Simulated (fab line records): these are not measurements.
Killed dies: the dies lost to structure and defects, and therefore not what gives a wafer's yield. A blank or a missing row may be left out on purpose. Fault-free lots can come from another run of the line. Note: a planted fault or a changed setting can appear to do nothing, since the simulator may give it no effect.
Which tool did it?    flow sky130    18 wafers from 6 lots sampled at 2 of the route's 708 steps

== WHAT THE GAUGES READ, wafer by wafer ==
SKY_LI_CONTACT_THK_MEAS_01.
lot   measured      on             LI_CONTACT_HDPCVD_THK (nm)
L425  day 30 05:03  film_metro-02  1109 1107 1110
L427  day 30 14:22  film_metro-04  1102 1098 1090
L435  day 33 00:20  film_metro-04  936 935 921
L437  day 33 14:12  film_metro-02  933 929 939
L438  day 34 16:26  film_metro-02  924 933 928
L442  day 35 11:35  film_metro-04  932 945 941

== TOOL THAT RAN EACH LOT (tool first, then ch and the chambers of the sampled wafers, then the start) ==
lot   SKY_LI_CONTACT_HDPCVD_00
L425  hdpcvd-02 ch 0,1, day 30 04:56
L427  hdpcvd-02 ch 1,2, day 30 14:16
L435  hdpcvd-02 ch 0,1,2, day 33 00:16
L437  hdpcvd-01 ch 0,2, day 33 14:05
L438  hdpcvd-02 ch 0,1, day 34 16:20
L442  hdpcvd-02 ch 1,2, day 35 11:29
- SKY_LI_CONTACT_HDPCVD_00: deposits PSG, target thk 930 nm, time 155 s.

== THE ANSWER, worked out from the rows above alone ==
Rule: what is usual is taken from the lots themselves. Put in order of their means at a reading, lots are off if they are a third of the lots or fewer, leave a main group of 4 or more, and stand apart from it by a gap of 3 or more times the standard deviation of the main group's means; of several such gaps the widest counts. Not used: any main group whose means are identical at the precision the tables above print for the reading. Also off: a lot with no number at a reading for which 4 or more lots have one. The other lots that the step has rows for count as sound.
Off: at SKY_LI_CONTACT_THK_MEAS_01 (LI_CONTACT_HDPCVD_THK), L425, L427. Mean 933 nm and standard deviation 4.1 in the main group.
A tool fits if, at a process step before that reading, it ran every lot that is off, and no sound lot after the first of them. The gauges at SKY_LI_CONTACT_THK_MEAS_01 are tried like those tools. Of those tried, none fits.

== WHAT THE SIMULATOR HAD PUT IN ==
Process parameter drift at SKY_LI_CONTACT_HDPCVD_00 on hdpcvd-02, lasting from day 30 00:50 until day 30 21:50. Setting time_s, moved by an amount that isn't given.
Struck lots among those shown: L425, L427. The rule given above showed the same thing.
